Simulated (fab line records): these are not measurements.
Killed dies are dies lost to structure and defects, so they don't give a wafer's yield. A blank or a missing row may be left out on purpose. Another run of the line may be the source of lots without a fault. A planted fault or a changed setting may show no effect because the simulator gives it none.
fab line records	flow sky130
[record] lots = 24	wafers = 72	lastDay = 50
route steps=708 shown LI_CONTACT@386 LOCAL_INTERCONNECT@400 CONTACT@424 METAL1@435 VIA1@470 METAL2@486
lots with no fault: from the same line, run without faults
startH: start of the lot's first displayed wafer, in hours after the record's first day	waitH: hours from the lot's prior step to this one	" unchanged from the row above	L1.1+2: one row covering several wafers at once	- no value present, or no start provided	* or withheld: withheld	< > ~ a bound
route shown NAME@n: a module of which the file shows steps, and the number in the route of the first	usual: mean/standard deviation taken from wafers without a fault	same: alike in all rows	chamber/n: place in a boat	sites: readings site by site	_std_site: the values' standard deviation	_edge_site: outer sites' mean less inner sites'	radiusMm: for every site, how far away it sits from the centre of the wafer	mask NAME#n: copy n	behind: the last tool/chamber to shape the wafer	hold: cause of the lot's hold/its duration in hours/its outcome	device: the n, p or np transistor that did not switch	end of line: the route-end tests of the same wafers	where a step has no rows: the recipe by itself	killed: dies that structure and defects cost at the first sort, which is not the same as the wafer's yield	map: shows each die of a wafer: x if killed, . if not, _ if none is there
set.NAME: the setting that was run; set.NAME@STEP: the one run at that earlier step	model.NAME: the simulator's own value behind a step, which no gauge read
steps of the route over a sample of lots; a table a step, a row a wafer
services: a tool's chamber out of use, with start hour (startH, from the record's first day; less than 0 if before it), hours out, and reason
[[steps]]
[step SKY_LI_CONTACT_CMP_24]
[recipe] stopOn = PSG	tOverpolishS = 20	downForcePsi = 3.5	platenRpm = 60	targetThkNm = 0	padVelocityMS = 0.94248
[usual] motorCurrentA = 11.0/1.4	overpolishRunS = 20.000/0.0091	platenRpm = 60.00/0.042	retainingRingPressureFrac = 1.000/0.0049	timeToEndpointS = 96/4.1
lot.wafer	tool	chamber	startH	waitH	motorCurrentA	overpolishRunS	platenRpm	retainingRingPressureFrac	timeToEndpointS
L074.2	cmp-01	0	669.37	0.0	10.4	20.000	60.00	1.010	97
L074.4	"	1	"	"	13.1	19.999	60.09	0.998	99
L074.3	"	3	"	"	9.2	20.000	60.00	0.999	95
L075.3	cmp-02	2	686.03	0.1	9.3	19.998	60.03	1.001	97
L075.6	"	1	"	"	10.9	20.014	60.07	1.009	93
L075.5	"	2	"	"	9.0	19.978	59.98	0.994	91
L076.3	cmp-02	1	692.19	0.1	11.1	19.979	59.98	1.008	89
L076.1	"	2	"	"	9.8	20.001	59.98	1.000	92
L076.2	"	3	"	"	12.2	20.006	60.00	0.996	99
L077.3	cmp-02	0	697.58	0.0	10.6	19.988	59.98	0.997	96
L077.1	"	1	"	"	10.7	20.002	59.96	1.011	95
L077.6	"	0	"	"	10.3	20.016	59.94	1.011	96
L078.1	cmp-02	3	701.52	0.1	12.7	20.006	60.03	1.006	102
L078.2	"	1	"	"	10.5	19.985	60.02	0.999	89
L078.6	"	2	"	"	9.8	19.999	59.93	0.996	91
L079.4	cmp-02	3	710.34	0.1	12.7	20.002	60.02	0.998	101
L079.1	"	1	"	"	12.1	19.982	59.98	0.987	93
L079.6	"	2	"	"	9.6	19.996	60.03	1.002	89
L080.3	cmp-02	1	728.88	0.1	11.0	19.992	60.01	0.996	96
L080.1	"	2	"	"	9.1	20.008	59.98	0.990	100
L080.5	"	0	"	"	10.2	19.994	60.01	0.999	99
L081.4	cmp-02	2	743.74	0.1	9.4	19.992	59.97	0.999	95
L081.3	"	0	"	"	10.9	20.003	59.94	1.009	94
L081.6	"	1	"	"	10.6	20.003	60.04	1.004	89
L082.4	cmp-02	3	763.78	0.1	12.6	19.997	60.03	1.000	103
L082.1	"	0	"	"	10.3	20.008	59.96	1.003	98
L082.5	"	1	"	"	10.8	19.999	59.98	1.000	94
L083.4	cmp-01	1	768.88	0.0	14.2	19.992	60.05	0.999	94
L083.5	"	1	"	"	13.2	20.009	60.07	1.008	94
L083.6	"	2	"	"	11.0	19.993	59.96	1.002	96
L085.2	cmp-01	2	774.13	0.0	11.7	19.988	60.01	1.002	94
L085.4	"	0	"	"	10.6	19.985	60.02	0.997	98
L085.6	"	3	"	"	9.5	20.013	59.89	1.005	99
L084.2	cmp-02	0	775.27	0.1	10.0	19.988	60.02	0.996	98
L084.5	"	3	"	"	13.1	20.007	60.04	0.998	105
L084.6	"	0	"	"	10.8	20.001	60.02	0.992	95
L086.3	cmp-01	0	780.00	0.1	10.8	19.998	59.95	0.999	100
L086.4	"	1	"	"	13.8	20.024	59.95	1.001	98
L086.1	"	2	"	"	10.9	20.002	59.96	1.001	93
L088.3	cmp-01	3	793.15	0.1	8.9	20.003	59.97	1.006	97
L088.6	"	2	"	"	11.6	19.982	59.98	1.002	97
L088.5	"	3	"	"	9.4	19.992	59.97	0.998	94
L087.1	cmp-02	3	800.74	0.1	12.9	20.007	60.05	1.005	107
L087.2	"	0	"	"	10.1	20.012	59.97	0.994	100
L087.5	"	3	"	"	12.3	20.013	60.04	1.004	107
L090.1	cmp-01	0	813.93	0.1	10.0	19.995	60.11	1.000	95
L090.4	"	2	"	"	10.9	20.006	60.03	1.000	93
L090.3	"	3	"	"	9.3	19.992	60.01	1.003	93
L089.1	cmp-01	1	814.28	0.1	13.8	19.993	59.94	1.000	97
L089.3	"	0	"	"	10.9	19.985	59.94	1.004	94
L089.6	"	1	"	"	13.6	20.009	60.03	1.007	94
L092.4	cmp-01	0	825.66	1.7	10.0	20.009	60.03	1.001	94
L092.6	"	2	"	"	11.4	19.997	60.04	1.006	91
L092.5	"	3	"	"	9.2	19.982	59.98	0.996	90
L091.2	cmp-02	1	825.69	2.4	11.0	19.989	60.01	0.996	92
L091.5	"	2	"	"	9.7	20.005	59.93	1.000	95
L091.6	"	3	"	"	12.2	19.995	59.99	0.998	105
L093.2	cmp-01	1	826.61	0.3	13.7	19.997	60.07	1.003	94
L093.5	"	2	"	"	11.9	20.002	60.06	1.001	93
L093.6	"	3	"	"	9.1	19.990	59.99	1.004	94
L095.2	cmp-01	0	838.07	0.0	10.5	19.989	59.96	0.997	96
L095.1	"	3	"	"	9.0	19.985	59.97	0.991	96
L095.5	"	0	"	"	10.8	20.009	60.02	0.994	95
L094.4	cmp-02	3	838.42	0.0	12.5	19.999	60.01	0.995	105
L094.3	"	1	"	"	11.8	20.022	59.98	0.994	91
L094.5	"	0	"	"	10.5	20.007	59.99	1.002	98
L096.1	cmp-01	0	846.99	0.1	10.5	19.992	59.99	0.996	95
L096.3	"	1	"	"	13.7	19.986	59.90	0.990	96
L096.4	"	2	"	"	11.9	20.002	60.01	1.003	90
L097.1	cmp-02	2	851.68	0.1	9.9	19.993	59.98	1.003	96
L097.4	"	0	"	"	10.3	19.997	59.99	0.996	94
L097.3	"	1	"	"	11.3	20.005	59.98	0.997	94
[step SKY_LOCAL_INTERCONNECT_ETCH_13]
[recipe] chemistry = N2/H2	target = BARC	ionEnergyEv = 200	biasW = 100	pressureMtorr = 30	n2FlowSccm = 100	h2FlowSccm = 200	icpW = 500	stopOn = SiO2	timeS = 45.9	targetDepthA = 600
[usual] biasW = 99.96/0.28	drypumpMotorCurrentA = 5.9/0.31	oesProductAu = 0.855/0.0045	throttleValvePct = 13.225/0.0088
lot.wafer	tool	chamber	startH	waitH	biasW	drypumpMotorCurrentA	oesProductAu	rfHoursCounterH	throttleValvePct
L074.2	rieMetal-02	1	697.36	0.0	99.65	5.9	0.851	7	13.213
L074.3	"	0	"	"	99.31	6.2	0.857	-	13.225
L074.4	"	1	"	"	99.71	5.9	0.845	-	13.231
L075.3	rieMetal-04	1	714.47	0.0	100.05	5.4	0.851	-	13.231
L075.5	"	1	"	"	100.37	5.4	0.861	-	13.226
L075.6	"	0	"	"	99.77	6.1	0.858	-	13.231
L076.1	rieMetal-04	0	720.39	0.0	100.59	6.2	0.855	2	13.226
L076.2	"	0	"	"	100.19	6.2	0.856	-	13.215
L076.3	"	0	"	"	100.02	6.2	0.863	-	13.222
L077.1	rieMetal-04	0	725.91	0.0	100.32	6.2	0.859	2	13.224
L077.3	"	1	"	"	99.61	5.4	0.855	-	13.232
L077.6	"	0	"	"	100.15	6.2	0.852	-	13.240
L078.1	rieMetal-04	1	729.94	0.0	99.70	5.3	0.851	11	13.227
L078.2	"	0	"	"	99.79	6.2	0.858	2	13.231
L078.6	"	0	"	"	99.94	6.2	0.853	-	13.234
L079.1	rieMetal-02	1	738.45	0.0	99.98	5.8	0.860	10	13.218
L079.4	"	1	"	"	99.83	5.9	0.858	-	13.248
L079.6	"	1	"	"	99.55	5.9	0.855	-	13.233
L080.1	rieMetal-04	1	757.25	0.0	99.84	5.4	0.858	12	13.230
L080.3	"	1	"	"	99.65	5.3	0.855	-	13.222
L080.5	"	0	"	"	100.00	6.2	0.851	-	13.209
L081.3	rieMetal-04	0	771.44	0.0	100.01	6.2	0.850	-	13.226
L081.4	"	1	"	"	100.17	5.4	0.855	-	13.224
L081.6	"	1	"	"	100.35	5.3	0.854	-	13.218
L082.1	rieMetal-01	0	791.34	0.0	100.03	6.1	0.855	4	13.209
L082.4	"	0	"	"	99.72	6.0	0.850	-	13.226
L082.5	"	0	"	"	99.66	6.1	0.856	-	13.225
L083.4	rieMetal-02	0	796.11	0.0	100.19	6.2	0.857	-	13.211
L083.5	"	1	"	"	100.15	5.9	0.857	-	13.218
L083.6	"	0	"	"	99.83	6.2	0.854	-	13.214
L085.2	rieMetal-04	1	800.99	0.0	100.10	5.4	0.860	13	13.215
L085.4	"	0	"	"	100.05	6.2	0.853	-	13.209
L085.6	"	1	"	"	100.17	5.3	0.854	-	13.233
L084.2	rieMetal-01	1	802.14	0.0	99.80	5.7	0.862	16	13.236
L084.5	"	1	"	"	100.05	5.7	0.856	-	13.244
L084.6	"	0	"	"	99.76	6.0	0.857	-	13.225
L086.1	rieMetal-02	0	806.60	0.0	100.24	6.2	0.853	4	13.220
L086.3	"	0	"	"	99.96	6.2	0.859	-	13.226
L086.4	"	1	"	"	99.89	5.9	0.858	-	13.232
L088.3	rieMetal-01	0	820.24	0.0	100.35	6.0	0.854	-	13.214
L088.5	"	0	"	"	99.93	6.1	0.855	-	13.241
L088.6	"	1	"	"	100.14	5.8	0.855	-	13.213
L087.1	rieMetal-02	1	826.94	0.0	100.05	5.9	0.849	13	13.230
L087.2	"	0	"	"	100.17	6.2	0.855	4	13.222
L087.5	"	0	"	"	100.00	6.2	0.858	-	13.218
L090.1	rieMetal-04	0	841.00	0.0	100.06	6.2	0.852	6	13.224
L090.3	"	1	"	"	99.41	5.4	0.858	-	13.220
L090.4	"	0	"	"	100.16	6.2	0.856	-	13.222
L089.1	rieMetal-02	0	841.29	0.0	99.90	6.2	0.844	5	13.209
L089.3	"	1	"	"	99.99	5.9	0.852	-	13.227
L089.6	"	1	"	"	100.20	5.9	0.865	-	13.223
L091.2	rieMetal-04	1	850.99	0.0	99.98	5.4	0.858	15	13.218
L091.5	"	1	"	"	99.80	5.4	0.859	-	13.218
L091.6	"	0	"	"	100.07	6.2	0.853	-	13.224
L092.4	rieMetal-01	0	851.97	0.0	99.57	6.0	0.858	-	13.230
L092.5	"	1	"	"	100.35	5.7	0.855	-	13.230
L092.6	"	0	"	"	99.67	6.0	0.848	-	13.215
L093.2	rieMetal-04	0	852.97	0.0	100.15	6.2	0.853	7	13.219
L093.5	"	0	"	"	100.00	6.2	0.852	-	13.226
L093.6	"	1	"	"	99.84	5.4	0.856	-	13.221
L095.1	rieMetal-01	0	863.70	0.0	100.14	6.0	0.852	8	13.235
L095.2	"	0	"	"	100.03	6.0	0.852	-	13.230
L095.5	"	0	"	"	99.87	6.1	0.856	-	13.222
L094.3	rieMetal-02	0	864.76	0.0	99.82	6.2	0.847	-	13.210
L094.4	"	1	"	"	99.49	5.9	0.851	-	13.233
L094.5	"	0	"	"	100.23	6.2	0.858	-	13.225
L096.1	rieMetal-04	1	873.22	0.0	99.76	5.3	0.861	16	13.233
L096.3	"	1	"	"	99.88	5.4	0.868	-	13.224
L096.4	"	0	"	"	100.64	6.2	0.851	-	13.225
L097.1	rieMetal-02	0	878.35	0.0	100.19	6.2	0.859	6	13.211
L097.3	"	0	"	"	99.75	6.2	0.851	-	13.221
L097.4	"	1	"	"	100.01	5.9	0.857	-	13.224
[step SKY_CONTACT_ETCH_18]
[recipe] target = Si3N4	chemistry = CHF3/O2	stopOn = TiN	sourceW = 600	biasW = 200	pressureMtorr = 40	chf3FlowSccm = 50	O2_flow_sccm = 5	timeS = 39	targetDepthA = 750
[usual] biasW = 200.1/0.56	drypumpMotorCurrentA = 5.5/0.44	oesProductAu = 0.853/0.0071	throttleValvePct = 8.792/0.0095
lot.wafer	tool	chamber	startH	waitH	biasW	drypumpMotorCurrentA	oesProductAu	rfHoursCounterH	throttleValvePct
L074.2	rieDiel-04	0	-	-	200.0	4.6	0.852	5	8.783
L074.3	"	1	"	"	200.3	5.8	0.849	3	8.785
L074.4	"	2	"	"	199.2	5.2	0.859	52	8.798
L075.3	rieDiel-04	3	-	-	200.5	5.8	0.852	6	8.802
L075.5	"	1	"	"	199.0	5.8	0.845	-	8.785
L075.6	"	3	"	"	200.7	5.8	0.847	-	8.791
L076.1	rieDiel-03	3	-	-	200.1	5.4	0.848	33	8.784
L076.2	"	0	"	"	199.7	6.2	0.852	16	8.780
L076.3	"	1	"	"	199.9	5.6	0.857	14	8.800
L077.1	rieDiel-03	0	-	-	199.6	6.3	0.856	16	8.787
L077.3	"	2	"	"	200.9	5.0	0.840	20	8.796
L077.6	"	0	"	"	199.3	6.3	0.858	-	8.785
L078.1	rieDiel-01	1	-	-	200.2	5.6	0.845	15	8.796
L078.2	"	3	"	"	201.1	5.3	0.842	6	8.771
L078.6	"	2	"	"	199.5	5.5	0.854	-	8.792
L079.1	rieDiel-04	2	-	-	201.0	5.2	0.842	0	8.792
L079.4	"	3	"	"	200.6	5.8	0.858	7	8.786
L079.6	"	0	"	"	199.9	4.7	0.852	-	8.805
L080.1	rieDiel-04	0	-	-	200.4	4.6	0.837	7	8.795
L080.3	"	3	"	"	200.2	5.8	0.841	7	8.793
L080.5	"	2	"	"	199.5	5.2	0.861	-	8.771
L081.3	rieDiel-04	1	-	-	200.0	5.8	0.844	5	8.794
L081.4	"	3	"	"	200.9	5.8	0.862	8	8.778
L081.6	"	3	"	"	200.1	5.8	0.860	-	8.798
L082.1	rieDiel-03	2	-	-	200.7	4.9	0.851	22	8.796
L082.4	"	1	"	"	199.6	5.7	0.857	-	8.809
L082.5	"	2	"	"	199.8	4.9	0.864	-	8.794
L083.4	rieDiel-03	0	-	-	199.8	6.3	0.858	-	8.783
L083.5	"	1	"	"	199.8	5.6	0.871	-	8.791
L083.6	"	2	"	"	200.6	5.0	0.843	-	8.803
L085.2	rieDiel-03	0	-	-	198.9	6.3	0.854	18	8.772
L085.4	"	0	"	"	199.4	6.3	0.853	-	8.783
L085.6	"	1	"	"	199.9	5.7	0.857	-	8.794
L084.2	rieDiel-04	1	-	-	199.0	5.8	0.850	6	8.784
L084.5	"	0	"	"	200.8	4.6	0.846	-	8.817
L084.6	"	1	"	"	199.7	5.8	0.847	-	8.799
L086.1	rieDiel-04	0	-	-	199.1	4.7	0.853	9	8.803
L086.3	"	1	"	"	200.4	5.8	0.853	6	8.809
L086.4	"	2	"	"	200.6	5.2	0.860	2	8.796
L088.3	rieDiel-01	0	-	-	200.1	5.6	0.854	14	8.790
L088.5	"	3	"	"	199.8	5.3	0.866	-	8.791
L088.6	"	2	"	"	200.3	5.6	0.871	-	8.792
L087.1	rieDiel-01	2	-	-	199.9	5.6	0.861	22	8.776
L087.2	"	3	"	"	200.5	5.3	0.852	10	8.795
L087.5	"	3	"	"	199.7	5.3	0.856	-	8.793
L090.1	rieDiel-04	2	-	-	200.1	5.2	0.847	3	8.802
L090.3	"	1	"	"	200.3	5.8	0.849	7	8.786
L090.4	"	3	"	"	200.4	5.8	0.860	10	8.803
L089.1	rieDiel-01	1	-	-	199.2	5.6	0.853	19	8.795
L089.3	"	3	"	"	199.5	5.3	0.849	10	8.796
L089.6	"	2	"	"	199.5	5.6	0.853	-	8.805
L091.2	rieDiel-01	2	-	-	200.9	5.6	0.857	22	8.798
L091.5	"	1	"	"	200.2	5.6	0.853	-	8.784
L091.6	"	2	"	"	200.6	5.6	0.849	-	8.795
L092.4	rieDiel-01	2	-	-	200.5	5.6	0.849	22	8.787
L092.5	"	1	"	"	199.7	5.6	0.853	-	8.791
L092.6	"	0	"	"	200.0	5.6	0.863	-	8.797
L093.2	rieDiel-04	1	-	-	200.1	5.8	0.861	8	8.814
L093.5	"	0	"	"	200.5	4.6	0.863	-	8.779
L093.6	"	1	"	"	199.4	5.8	0.858	-	8.792
L095.1	rieDiel-04	0	-	-	200.8	4.7	0.856	11	8.805
L095.2	"	2	"	"	199.8	5.2	0.850	4	8.814
L095.5	"	0	"	"	200.8	4.7	0.854	-	8.798
L094.3	rieDiel-01	0	-	-	200.2	5.6	0.856	16	8.788
L094.4	"	3	"	"	200.5	5.3	0.852	11	8.791
L094.5	"	2	"	"	200.6	5.6	0.852	-	8.779
L096.1	rieDiel-04	1	-	-	200.7	5.8	0.852	9	8.786
L096.3	"	0	"	"	199.8	4.6	0.856	11	8.788
L096.4	"	3	"	"	200.4	5.8	0.857	11	8.790
L097.1	rieDiel-03	1	-	-	199.8	5.6	0.856	20	8.786
L097.3	"	2	"	"	200.1	5.0	0.847	25	8.793
L097.4	"	3	"	"	199.5	5.4	0.861	2	8.791
[step SKY_METAL1_SPUTTER_01]
[recipe] material = TiN	targetThkNm = 20	powerW = 6500	timeS = 16.7	chamberPressurePa = 0.4
[usual] chamberPressurePa = 0.4000/0.00081	throttleValvePct = 29.6/1.1
lot.wafer	tool	chamber	startH	waitH	chamberPressurePa	throttleValvePct
L074.2	pvdSputter-03	-	728.40	0.0	0.3999	29.4
L074.3	"	-	"	"	0.3997	28.5
L074.4	"	-	"	"	0.4004	30.7
L075.3	pvdSputter-02	-	745.24	0.0	0.4003	32.0
L075.5	"	-	"	"	0.4007	32.0
L075.6	"	-	"	"	0.3998	28.9
L076.1	pvdSputter-02	-	750.61	0.0	0.3997	31.5
L076.2	"	-	"	"	0.3992	29.0
L076.3	"	-	"	"	0.3980	29.8
L077.1	pvdSputter-02	-	756.85	0.0	0.4015	31.9
L077.3	"	-	"	"	0.4004	28.8
L077.6	"	-	"	"	0.4000	29.8
L078.1	pvdSputter-01	-	760.42	0.0	0.3993	28.6
L078.2	"	-	"	"	0.4011	29.3
L078.6	"	-	"	"	0.3996	28.3
L079.1	pvdSputter-03	-	769.01	0.0	0.3986	30.6
L079.4	"	-	"	"	0.4002	29.3
L079.6	"	-	"	"	0.3987	29.6
L080.1	pvdSputter-03	-	786.67	0.0	0.4002	30.5
L080.3	"	-	"	"	0.3988	29.5
L080.5	"	-	"	"	0.3997	29.3
L081.3	pvdSputter-01	-	800.93	0.0	0.4005	28.0
L081.4	"	-	"	"	0.4002	29.1
L081.6	"	-	"	"	0.4001	29.1
L082.1	pvdSputter-01	-	821.05	0.0	0.3999	29.4
L082.4	"	-	"	"	0.4003	28.8
L082.5	"	-	"	"	0.3989	28.6
L083.4	pvdSputter-01	-	826.18	0.0	0.4004	28.2
L083.5	"	-	"	"	0.4007	28.7
L083.6	"	-	"	"	0.4008	28.1
L085.2	pvdSputter-01	-	829.47	0.0	0.4003	28.9
L085.4	"	-	"	"	0.4000	29.3
L085.6	"	-	"	"	0.4011	29.2
L084.2	pvdSputter-03	-	831.53	0.0	0.4002	29.3
L084.5	"	-	"	"	0.3991	30.8
L084.6	"	-	"	"	0.3992	28.6
L086.1	pvdSputter-03	-	835.29	0.0	0.3991	29.3
L086.3	"	-	"	"	0.4000	28.7
L086.4	"	-	"	"	0.4005	30.7
L088.3	pvdSputter-01	-	848.54	0.0	0.3999	29.2
L088.5	"	-	"	"	0.3995	29.2
L088.6	"	-	"	"	0.4000	29.4
L087.1	pvdSputter-03	-	855.46	0.0	0.3989	28.5
L087.2	"	-	"	"	0.3999	29.2
L087.5	"	-	"	"	0.3995	28.6
L090.1	pvdSputter-03	-	869.54	0.0	0.3998	28.4
L090.3	"	-	"	"	0.3994	29.3
L090.4	"	-	"	"	0.4000	30.2
L089.1	pvdSputter-02	-	869.89	0.0	0.4005	31.5
L089.3	"	-	"	"	0.3990	32.0
L089.6	"	-	"	"	0.3998	29.6
L091.2	pvdSputter-02	-	880.02	0.0	0.4005	28.9
L091.5	"	-	"	"	0.4005	29.9
L091.6	"	-	"	"	0.4003	28.7
L092.4	pvdSputter-03	-	881.08	0.0	0.3993	28.8
L092.5	"	-	"	"	0.4007	30.2
L092.6	"	-	"	"	0.3995	30.7
L093.2	pvdSputter-03	-	882.63	0.0	0.3996	28.5
L093.5	"	-	"	"	0.3997	29.4
L093.6	"	-	"	"	0.3995	30.6
L095.1	pvdSputter-01	-	892.92	0.0	0.3987	29.0
L095.2	"	-	"	"	0.3999	29.5
L095.5	"	-	"	"	0.4001	28.8
L094.3	pvdSputter-02	-	893.89	0.0	0.4000	28.8
L094.4	"	-	"	"	0.3998	31.4
L094.5	"	-	"	"	0.4006	29.7
L096.1	pvdSputter-01	-	902.52	0.0	0.3993	29.4
L096.3	"	-	"	"	0.4000	29.4
L096.4	"	-	"	"	0.4007	28.0
L097.1	pvdSputter-02	-	906.87	0.0	0.4002	28.8
L097.3	"	-	"	"	0.4006	29.6
L097.4	"	-	"	"	0.3996	32.0
[step SKY_VIA1_CD_MEAS_12]
[recipe] targetCdNm = 150
[usual] cdNm = 150.3/1.8
lot.wafer	tool	chamber	startH	waitH	cdNm
L074.2	cdSem-01	-	784.78	-	150.3
L074.3	"	-	"	"	150.7
L074.4	"	-	"	"	152.9
L075.3	cdSem-02	-	799.90	-	146.3
L075.5	"	-	"	"	148.1
L075.6	"	-	"	"	146.7
L076.1	cdSem-02	-	805.01	-	149.7
L076.2	"	-	"	"	150.1
L076.3	"	-	"	"	151.8
L077.1	cdSem-02	-	812.02	-	149.6
L077.3	"	-	"	"	146.8
L077.6	"	-	"	"	146.7
L078.1	cdSem-01	-	814.37	-	148.7
L078.2	"	-	"	"	148.1
L078.6	"	-	"	"	148.7
L079.1	cdSem-01	-	824.15	-	149.4
L079.4	"	-	"	"	149.7
L079.6	"	-	"	"	149.7
L080.1	cdSem-01	-	840.56	-	150.6
L080.3	"	-	"	"	149.6
L080.5	"	-	"	"	151.6
L081.3	cdSem-01	-	853.74	-	152.1
L081.4	"	-	"	"	153.0
L081.6	"	-	"	"	152.6
L082.1	cdSem-02	-	874.70	-	150.7
L082.4	"	-	"	"	150.9
L082.5	"	-	"	"	151.0
L083.4	cdSem-01	-	879.67	-	153.3
L083.5	"	-	"	"	151.1
L083.6	"	-	"	"	150.9
L085.2	cdSem-01	-	884.13	-	152.7
L085.4	"	-	"	"	152.1
L085.6	"	-	"	"	151.2
L084.2	cdSem-02	-	885.02	-	149.3
L084.5	"	-	"	"	148.8
L084.6	"	-	"	"	149.8
L086.1	cdSem-01	-	888.67	-	149.5
L086.3	"	-	"	"	148.3
L086.4	"	-	"	"	149.5
L088.3	cdSem-01	-	902.34	-	154.3
L088.5	"	-	"	"	153.9
L088.6	"	-	"	"	151.8
L087.1	cdSem-02	-	909.52	-	148.9
L087.2	"	-	"	"	151.7
L087.5	"	-	"	"	150.7
L090.1	cdSem-01	-	922.01	-	153.5
L090.3	"	-	"	"	151.9
L090.4	"	-	"	"	151.9
L089.1	cdSem-02	-	922.52	-	150.4
L089.3	"	-	"	"	149.7
L089.6	"	-	"	"	150.7
L091.2	cdSem-02	-	931.33	-	152.1
L091.5	"	-	"	"	153.6
L091.6	"	-	"	"	152.9
L092.4	cdSem-02	-	932.43	-	148.2
L092.5	"	-	"	"	149.6
L092.6	"	-	"	"	151.1
L093.2	cdSem-02	-	934.87	-	149.0
L093.5	"	-	"	"	147.8
L093.6	"	-	"	"	146.6
L095.1	cdSem-02	-	944.60	-	149.0
L095.2	"	-	"	"	149.8
L095.5	"	-	"	"	148.5
L094.3	cdSem-02	-	945.94	-	150.1
L094.4	"	-	"	"	148.9
L094.5	"	-	"	"	149.9
L096.1	cdSem-01	-	953.57	-	151.0
L096.3	"	-	"	"	152.1
L096.4	"	-	"	"	151.4
L097.1	cdSem-01	-	956.60	-	151.4
L097.3	"	-	"	"	151.2
L097.4	"	-	"	"	152.1
[step SKY_METAL2_SPUTTER_03]
[recipe] material = Ti	targetThkNm = 5	powerW = 3000	timeS = 3.3	chamberPressurePa = 0.4
[usual] chamberPressurePa = 0.4000/0.00075	throttleValvePct = 29.6/1.2
lot.wafer	tool	chamber	startH	waitH	chamberPressurePa	throttleValvePct
L074.2	pvdSputter-04	-	786.31	0.0	0.4009	30.6
L074.3	"	-	"	"	0.3995	31.2
L074.4	"	-	"	"	0.4006	29.5
L075.3	pvdSputter-02	-	801.41	0.0	0.3993	31.3
L075.5	"	-	"	"	0.3995	28.9
L075.6	"	-	"	"	0.3998	29.7
L076.1	pvdSputter-01	-	806.59	0.0	0.3995	29.5
L076.2	"	-	"	"	0.3989	27.9
L076.3	"	-	"	"	0.4000	29.3
L077.1	pvdSputter-01	-	813.57	0.0	0.4001	28.2
L077.3	"	-	"	"	0.4009	29.4
L077.6	"	-	"	"	0.3996	29.2
L078.1	pvdSputter-02	-	815.92	0.0	0.3996	28.7
L078.2	"	-	"	"	0.4005	29.5
L078.6	"	-	"	"	0.4012	31.9
L079.1	pvdSputter-02	-	826.53	0.0	0.3989	28.9
L079.4	"	-	"	"	0.3991	29.8
L079.6	"	-	"	"	0.3998	31.2
L080.1	pvdSputter-02	-	842.10	0.0	0.4007	31.4
L080.3	"	-	"	"	0.4004	29.0
L080.5	"	-	"	"	0.4011	28.8
L081.3	pvdSputter-01	-	855.31	0.0	0.3986	29.5
L081.4	"	-	"	"	0.4007	29.4
L081.6	"	-	"	"	0.4005	28.5
L082.1	pvdSputter-01	-	876.29	0.0	0.3989	29.2
L082.4	"	-	"	"	0.4014	29.3
L082.5	"	-	"	"	0.3990	28.3
L083.4	pvdSputter-04	-	881.40	0.0	0.3997	31.1
L083.5	"	-	"	"	0.3993	30.6
L083.6	"	-	"	"	0.3995	29.4
L085.2	pvdSputter-02	-	885.66	0.0	0.4001	31.5
L085.4	"	-	"	"	0.4001	28.9
L085.6	"	-	"	"	0.3992	32.2
L084.2	pvdSputter-01	-	886.57	0.0	0.4010	29.2
L084.5	"	-	"	"	0.4007	29.1
L084.6	"	-	"	"	0.3997	28.5
L086.1	pvdSputter-01	-	890.21	0.0	0.3993	28.5
L086.3	"	-	"	"	0.4007	28.0
L086.4	"	-	"	"	0.3981	29.5
L088.3	pvdSputter-02	-	903.85	0.0	0.4005	29.7
L088.5	"	-	"	"	0.4003	31.9
L088.6	"	-	"	"	0.3992	28.9
L087.1	pvdSputter-01	-	911.12	0.0	0.3991	28.1
L087.2	"	-	"	"	0.3993	29.1
L087.5	"	-	"	"	0.3989	27.8
L090.1	pvdSputter-01	-	923.58	0.0	0.4004	29.1
L090.3	"	-	"	"	0.4008	28.9
L090.4	"	-	"	"	0.4004	28.1
L089.1	pvdSputter-02	-	924.09	0.0	0.4013	31.3
L089.3	"	-	"	"	0.3998	28.7
L089.6	"	-	"	"	0.3998	28.7
L091.2	pvdSputter-01	-	932.99	0.0	0.4007	29.1
L091.5	"	-	"	"	0.4008	29.1
L091.6	"	-	"	"	0.3992	28.0
L092.4	pvdSputter-02	-	933.94	0.0	0.3989	31.3
L092.5	"	-	"	"	0.4015	28.6
L092.6	"	-	"	"	0.3998	31.9
L093.2	pvdSputter-01	-	936.73	0.0	0.4003	28.1
L093.5	"	-	"	"	0.4004	29.4
L093.6	"	-	"	"	0.3996	28.5
L095.1	pvdSputter-01	-	946.19	0.0	0.3995	29.5
L095.2	"	-	"	"	0.4010	28.2
L095.5	"	-	"	"	0.4003	29.4
L094.3	pvdSputter-01	-	947.92	0.0	0.3996	28.1
L094.4	"	-	"	"	0.3993	29.5
L094.5	"	-	"	"	0.4003	29.3
L096.1	pvdSputter-02	-	955.11	0.0	0.4007	28.9
L096.3	"	-	"	"	0.3993	29.7
L096.4	"	-	"	"	0.4003	31.8
L097.1	pvdSputter-02	-	958.14	0.0	0.3994	32.1
L097.3	"	-	"	"	0.4002	29.7
L097.4	"	-	"	"	0.3997	28.7
[[services]]
tool	chamber	startH	hours	kind
pvdSputter-03	-	647.76	5.3	repair
cmp-02	-	648.66	21.6	repair
cmp-02	-	670.22	6.5	pm
rieMetal-04	0	678.58	1.0	repair
rieMetal-04	1	720.38	2.7	repair
cmp-02	-	744.27	4.0	pm
cmp-02	-	753.43	2.0	repair
cmp-01	-	760.51	0.6	repair
rieMetal-02	1	777.16	13.6	repair
cmp-02	-	782.05	0.6	repair
rieDiel-04	3	803.55	4.1	repair
cmp-01	-	819.08	1.6	repair
cmp-02	-	822.32	3.2	repair
rieDiel-04	2	824.76	8.5	repair
cmp-02	-	830.70	1.4	repair
pvdSputter-02	-	831.94	8.7	repair
rieDiel-04	-	845.58	2.8	pm
cmp-01	-	849.23	5.6	pm
cmp-02	-	870.33	1.5	repair
cmp-02	-	876.05	4.5	pm
cmp-02	-	890.41	1.5	repair
cmp-01	-	911.05	9.3	pm
cmp-01	-	920.35	4.0	pm
rieMetal-04	-	956.59	0.4	repair
[[key]]
fault none
